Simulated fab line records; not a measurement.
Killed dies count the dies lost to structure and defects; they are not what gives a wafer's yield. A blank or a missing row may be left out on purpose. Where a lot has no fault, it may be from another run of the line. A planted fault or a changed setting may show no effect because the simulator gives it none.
Struck lot and sound lot, side by side | flow sky130 | 17 out of 708 route steps
Sound: the wafers L885.1, L885.3, L885.6. The struck wafers were L898.2, L898.3, L898.6. At the end, the cause is stated.
At each step with rows: each side's tool, then ch and its chambers, then its first start. Under that, the readings that differ: sound wafers | struck wafers | difference of the means | sigmas: that difference in standard deviations of wafers without a fault.
alike: same words and numbers on both sides, and readings whose means sit less than 2 such deviations apart. not compared: any withheld reading, any reading some wafer has no value for, any bound like >300 that may hide the same value, and any number with overlapping values for which the record gives no deviation.
Wherever a step has rows on one side only, a row that says differs or no value, or a row with sigmas, the two part there. Numbers that don't overlap but have no deviation are shown without sigmas and don't part them. Lack of a reading on every wafer of one side parts them only where that side has two or more wafers.

first, 3 steps without rows for these wafers: SKY_SONOS_ONO_WET_ETCH_18 (etches Si3N4 in H3PO4, target depth 15 nm, time 172 s); SKY_GATE_OXIDE_CLEAN_00 (cleans in SC1/SC2, time 150 s); SKY_GATE_OXIDE_OXIDATION_01 (stabilise 600 s, purge 300 s, target thk 10.268 nm).
SKY_GATE_OXIDE_THK_MEAS_02:
  sound on film_metro-02, day 14 22:05; struck on film_metro-04, day 19 14:54
  alike: GATE_OXIDE_OXIDATION_00_THK
then, 7 steps without rows for these wafers: SKY_GATE_OXIDE_DEHYDRATE_03 (time 60 s); SKY_GATE_OXIDE_HMDS_04 (prime time 60 s); SKY_GATE_OXIDE_COAT_05 (resist thk 1140 nm); SKY_GATE_OXIDE_SOFTBAKE_06 (time 60 s); SKY_GATE_OXIDE_EXPOSE_07 (exposes mask LVOM, target cd 600 nm); SKY_GATE_OXIDE_PEB_08; SKY_GATE_OXIDE_DEVELOP_09 (develop time 60 s).
SKY_GATE_OXIDE_OVL_MEAS_10:
  sound on overlay-01, day 16 01:30; struck on overlay-01, day 20 20:55
  alike: GATE_OXIDE_OVL
SKY_GATE_OXIDE_IMPLANT_11:
  sound on implanter-04 ch 0, day 16 01:32; struck on implanter-04 ch 0, day 20 20:58
  reading            | sound                            | struck                           | difference  | sigmas
  dose_ions_cm2      | 2.5985e+12 2.5976e+12 2.5992e+12 | 8.9076e+12 8.9065e+12 8.9113e+12 | +6.3100e+12 | +99 or more
  faraday_current_uA | 15.05 14.92 14.09                | 49.78 50.73 49.47                | +35.31      | +99 or more
then, 1 step without rows for these wafers: SKY_GATE_OXIDE_WET_ETCH_12 (etches SiO2 in dHF, target depth 16.8 nm, time 329.8 s).
SKY_GATE_OXIDE_STRIP_13: strips in O2/N2.
  sound on plasma_asher-02 ch 0,1, day 16 01:47; struck on plasma_asher-04 ch 0,1, day 20 21:13
  alike: drypump_motor_current_A, o2_flow_sccm, oes_product_au, strip_time_to_endpoint_s
  not compared: rf_hours_counter_h
SKY_GATE_OXIDE_TW_MEAS_14:
  sound on film_metro-03, day 16 01:53; struck on film_metro-04, day 20 21:33
  reading       | sound             | struck            | difference | sigmas
  GATE_OXIDE_TW | 228.3 226.8 227.2 | 323.0 322.8 322.3 | +95.3      | +73
  not compared: hold
SKY_PAD_OPEN_PROBE_99:
  the record holds rows for the sound wafers here (prober-02, day 47 14:46) but none for the struck ones

== WHERE THEY PART ==
First at SKY_GATE_OXIDE_IMPLANT_11; last, within this record, at SKY_PAD_OPEN_PROBE_99.

WHY: the cause the simulator had injected
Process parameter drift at SKY_GATE_OXIDE_IMPLANT_11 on implanter-04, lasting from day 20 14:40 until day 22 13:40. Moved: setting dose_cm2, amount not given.
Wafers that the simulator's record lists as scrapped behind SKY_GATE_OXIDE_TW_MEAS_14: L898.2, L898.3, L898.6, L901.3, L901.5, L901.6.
